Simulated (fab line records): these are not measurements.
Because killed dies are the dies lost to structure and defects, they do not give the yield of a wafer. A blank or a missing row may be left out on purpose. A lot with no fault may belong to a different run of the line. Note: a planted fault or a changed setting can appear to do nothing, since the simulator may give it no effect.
The same fault as seen by 2 desks	flow sky130	only its own numbers are on each desk; what lay behind them is given at the end

THE METROLOGY DESK
Lot by lot, what the gauges showed, no matter which tool ran the lot: averages of those sampled wafers that carry a number. If a lot's mean is further than 4 standard deviations from the usual mean, the lot is out of limits and carries the mark OUT (the distance appears in the brackets).
Columns: A = cd-nm at SKY_VT_ADJUST_HVTR_CD_MEAS_07, usual 378.4 nm; B = GATE_OXIDE_OVL at SKY_GATE_OXIDE_OVL_MEAS_10, usual -1.3 nm
lot	first seen here	A	B
L664	day 9 20:00	379.5	0.1
L665	day 10 05:35	382.5	-2.6
L666	day 10 15:50	374.8	-2.0
L669	day 11 11:07	374.1	-1.5
L670	day 11 12:09	375.7	-0.1
L671	day 11 22:34	380.9	-1.5
L674	day 13 02:09	379.5	-0.3
L680	day 14 16:07	380.3	-0.8
L681	day 15 04:57	381.5	-1.4
L683	day 15 20:28	380.8	-2.8
L684	day 15 23:16	379.8	-0.6
L685	day 16 04:27	377.5	-0.7
L686	day 16 13:29	374.8	-1.5
This desk's verdict: no lot among the 13 shows anything out of limits.

AT THE TOOL OWNER'S DESK: rie-si-02
The tool's own readings at SKY_POLY_GATE_ETCH_17 (etches poly-Si in HBr/Cl2, stops on SiO2, target depth 180 nm, time 70.5 s): means of the sampled wafers that have a number, for each lot that ran on this tool. If a lot's mean is further than 4 standard deviations from the usual mean, the lot is out of limits and carries the mark OUT (the distance appears in the brackets).
Columns: A = drypump-motor-current-A at SKY_POLY_GATE_ETCH_17, usual 5.6 A; B = oes-product-au at SKY_POLY_GATE_ETCH_17, usual 0.984 a.u.; C = rf-fwd-power-W at SKY_POLY_GATE_ETCH_17, usual 397.2 W; D = run-length-s at SKY_POLY_GATE_ETCH_17, usual 98.8 s; E = throttle-valve-pct at SKY_POLY_GATE_ETCH_17, usual 33.685 %
lot	first seen here	A	B	C	D	E
L664	day 16 16:39	5.4	0.988	399.6	99.1	33.680
L665	day 17 07:14	5.9	0.994	397.7	99.2	33.682
L669	day 18 19:07	5.8	0.987	398.0	98.9	33.680
L670	day 19 01:56	5.8	0.983	399.6	95.7 (-7.0) OUT	33.689
L681	day 23 06:37	5.8	0.989	398.1	99.1	33.679
L683	day 23 21:48	5.5	0.995	398.1	99.4	33.685
L685	day 24 05:28	5.8	0.990	396.9	98.8	33.688
This desk's finding: out of limits on L670; first on L670, day 19 01:56 (run-length-s at SKY_POLY_GATE_ETCH_17). In limits: L664, L665, L669, L681, L683, L685.

BROUGHT TOGETHER
On L670, at day 19 01:56, an alarm was possible from the tool owner's desk.
At the metrology desk, nothing out of limits was observed.
The metrology desk has L670 on record, within its limits.
SKY_POLY_GATE_ETCH_17 was run on rie-si-02 by each of the lots named.

WHAT HAD BEEN PUT IN BY THE SIMULATOR
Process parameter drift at SKY_POLY_GATE_ETCH_17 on rie-si-02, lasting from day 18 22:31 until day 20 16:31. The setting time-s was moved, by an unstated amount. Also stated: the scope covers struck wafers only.
Lots struck among those shown: L670.
Each desk's first reading out of limits, in hours after the fault started: the tool owner's desk, 3.
